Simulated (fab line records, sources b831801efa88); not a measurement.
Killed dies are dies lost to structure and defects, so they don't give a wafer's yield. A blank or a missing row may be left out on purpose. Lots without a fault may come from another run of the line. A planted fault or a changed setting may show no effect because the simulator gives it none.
Which tool did it? | flow gf180mcu | 13 lots, 39 wafers sampled, at 3 steps of a route of 602

WHAT THE GAUGES READ, wafer by wafer
GF_MIM_THK_MEAS_11: measures by xrf. Usual: MIM_ALCU_THK 197.1 nm, standard deviation 2.3.
lot  | measured     | on            | MIM_ALCU_THK (nm) | flag
L238 | day 24 20:05 | film_metro-01 | 196.0 194.1 195.4 |
L241 | day 25 19:23 | film_metro-03 | 198.5 199.1 201.1 |
L240 | day 25 20:04 | film_metro-01 | 191.7 194.7 192.0 |
L243 | day 26 13:24 | film_metro-04 | 200.3 200.9 197.3 |
L244 | day 26 15:16 | film_metro-04 | 197.4 199.7 198.6 |
L245 | day 27 01:26 | film_metro-01 | 201.5 200.6 199.7 |
L246 | day 27 06:08 | film_metro-03 | 199.9 198.2 197.5 |
L247 | day 27 12:31 | film_metro-04 | 193.8 192.7 192.0 |
L250 | day 28 09:09 | film_metro-03 | 198.7 199.6 199.3 |
L251 | day 28 17:52 | film_metro-03 | 199.1 197.5 196.5 |
L253 | day 29 03:16 | film_metro-03 | 199.9 197.3 198.6 |
L257 | day 30 09:45 | film_metro-04 | 196.9 197.1 197.1 |
L261 | day 31 10:04 | film_metro-04 | 194.2 194.0 195.0 |

WHICH TOOL RAN EACH LOT (tool, then ch and the chambers of the sampled wafers, then the start)
lot  | GF_NSD_STRIP_11                      | GF_V4_CMP_26
L238 | plasma_asher-04 ch 0,1, day 13 15:38 | cmp-01 ch 1,2,3, day 24 19:22
L241 | plasma_asher-03 ch 0,1, day 14 15:39 | cmp-02 ch 0,2,3, day 25 18:34
L240 | plasma_asher-04 ch 0,1, day 14 16:14 | cmp-01 ch 0,2,3, day 25 19:16
L243 | plasma_asher-02 ch 0,1, day 15 10:47 | cmp-02 ch 0,1,3, day 26 12:41
L244 | plasma_asher-03 ch 0,1, day 15 11:04 | cmp-02 ch 2,3, day 26 14:26
L245 | plasma_asher-04 ch 0, day 15 21:04   | cmp-02 ch 2,3, day 27 00:35
L246 | plasma_asher-04 ch 0,1, day 16 01:56 | cmp-01 ch 0,1,2, day 27 05:20
L247 | plasma_asher-02 ch 0,1, day 16 10:38 | cmp-01 ch 0,2,3, day 27 11:43
L250 | plasma_asher-04 ch 0, day 17 08:37   | cmp-01 ch 1,2,3, day 28 08:19
L251 | plasma_asher-04 ch 0,1, day 17 20:43 | cmp-02 ch 0,1,2, day 28 17:02
L253 | plasma_asher-04 ch 0,1, day 18 09:08 | cmp-02 ch 1,2,3, day 29 02:28
L257 | plasma_asher-04 ch 0,1, day 19 20:14 | cmp-02 ch 1,2, day 30 08:55
L261 | plasma_asher-02 ch 0,1, day 21 08:05 | cmp-02 ch 0,2,3, day 31 09:17
- GF_NSD_STRIP_11: strips in O2/N2.
- GF_V4_CMP_26: polishes, stops on SiO2, t overpolish 15 s, target thk 0 nm.

WHAT THE TOOLS THEMSELVES READ (means of the sampled wafers that have a number; where no wafer has one, the mark that the record gives instead)
GF_NSD_STRIP_11. Usual: drypump_motor_current_A 5.6 A, standard deviation 0.47; heater_power_w 357 W, standard deviation 22; o2_flow_sccm 3002 sccm, standard deviation 8.8; oes_product_au 0.486 a.u., standard deviation 0.0049; strip_time_to_endpoint_s 22.96 s, standard deviation 0.034.
lot  | tool            | drypump_motor_current_A (A) | heater_power_w (W) | o2_flow_sccm (sccm) | oes_product_au (a.u.) | strip_time_to_endpoint_s (s) | flag
L238 | plasma_asher-04 | 5.1                         | 352                | 3005                | 0.490                 | 22.93                        |
L241 | plasma_asher-03 | 5.8                         | 343                | 3013                | 0.484                 | 22.95                        |
L240 | plasma_asher-04 | 5.1                         | 355                | 2995                | 0.482                 | 22.99                        |
L243 | plasma_asher-02 | 6.0                         | 349                | 3001                | 0.487                 | 22.97                        |
L244 | plasma_asher-03 | 5.8                         | 352                | 3006                | 0.486                 | 22.97                        |
L245 | plasma_asher-04 | 4.8                         | 342                | 3011                | 0.491                 | 22.95                        |
L246 | plasma_asher-04 | 5.1                         | 357                | 3000                | 0.488                 | 22.94                        |
L247 | plasma_asher-02 | 5.8                         | 355                | 2995                | 0.482                 | 22.95                        |
L250 | plasma_asher-04 | 4.8                         | 334                | 3001                | 0.489                 | 22.94                        |
L251 | plasma_asher-04 | 5.4                         | 374                | 3000                | 0.484                 | 22.96                        |
L253 | plasma_asher-04 | 5.4                         | 374                | 2990                | 0.483                 | 22.95                        |
L257 | plasma_asher-04 | 5.4                         | 374                | 3000                | 0.488                 | 22.98                        |
L261 | plasma_asher-02 | 5.8                         | 359                | 3008                | 0.484                 | 22.96                        |

GF_V4_CMP_26. Usual: motor_current_A 10.7 A, standard deviation 0.47; overpolish_run_s 14.999 s, standard deviation 0.0095; time_to_endpoint_s 85 s, standard deviation 3.8.
lot  | tool   | motor_current_A (A) | overpolish_run_s (s) | time_to_endpoint_s (s) | flag
L238 | cmp-01 | 10.6                | 14.990               | 80                     |
L241 | cmp-02 | 10.5                | 14.996               | 83                     |
L240 | cmp-01 | 11.1                | 15.007               | 84                     |
L243 | cmp-02 | 10.3                | 14.993               | 87                     |
L244 | cmp-02 | 10.7                | 15.003               | 83                     |
L245 | cmp-02 | 10.8                | 14.994               | 82                     |
L246 | cmp-01 | 10.8                | 15.000               | 87                     |
L247 | cmp-01 | 10.9                | 14.995               | 85                     |
L250 | cmp-01 | 10.7                | 14.999               | 82                     |
L251 | cmp-02 | 10.7                | 14.999               | 89                     |
L253 | cmp-02 | 11.0                | 14.997               | 85                     |
L257 | cmp-02 | 10.9                | 14.988               | 87                     |
L261 | cmp-02 | 10.8                | 15.003               | 86                     |

THE ANSWER, worked out from the rows above alone
Rule: a lot is off if the mean of its wafers that have a number lies more than 3 standard deviations from the usual mean. A lot without any number at a reading at which 4 lots or more have one is off too. The other lots that the step has rows for count as sound. The gauges are gone through in route order, then the tools' own readings, and for those a lot's mean is taken as printed above. The first step at which some lot is off is used, and at that step the reading that is off furthest; a lot without a number counts as furthest.
No lot is off at any reading shown: from this, nothing can be told.

WHAT THE SIMULATOR HAD PUT IN
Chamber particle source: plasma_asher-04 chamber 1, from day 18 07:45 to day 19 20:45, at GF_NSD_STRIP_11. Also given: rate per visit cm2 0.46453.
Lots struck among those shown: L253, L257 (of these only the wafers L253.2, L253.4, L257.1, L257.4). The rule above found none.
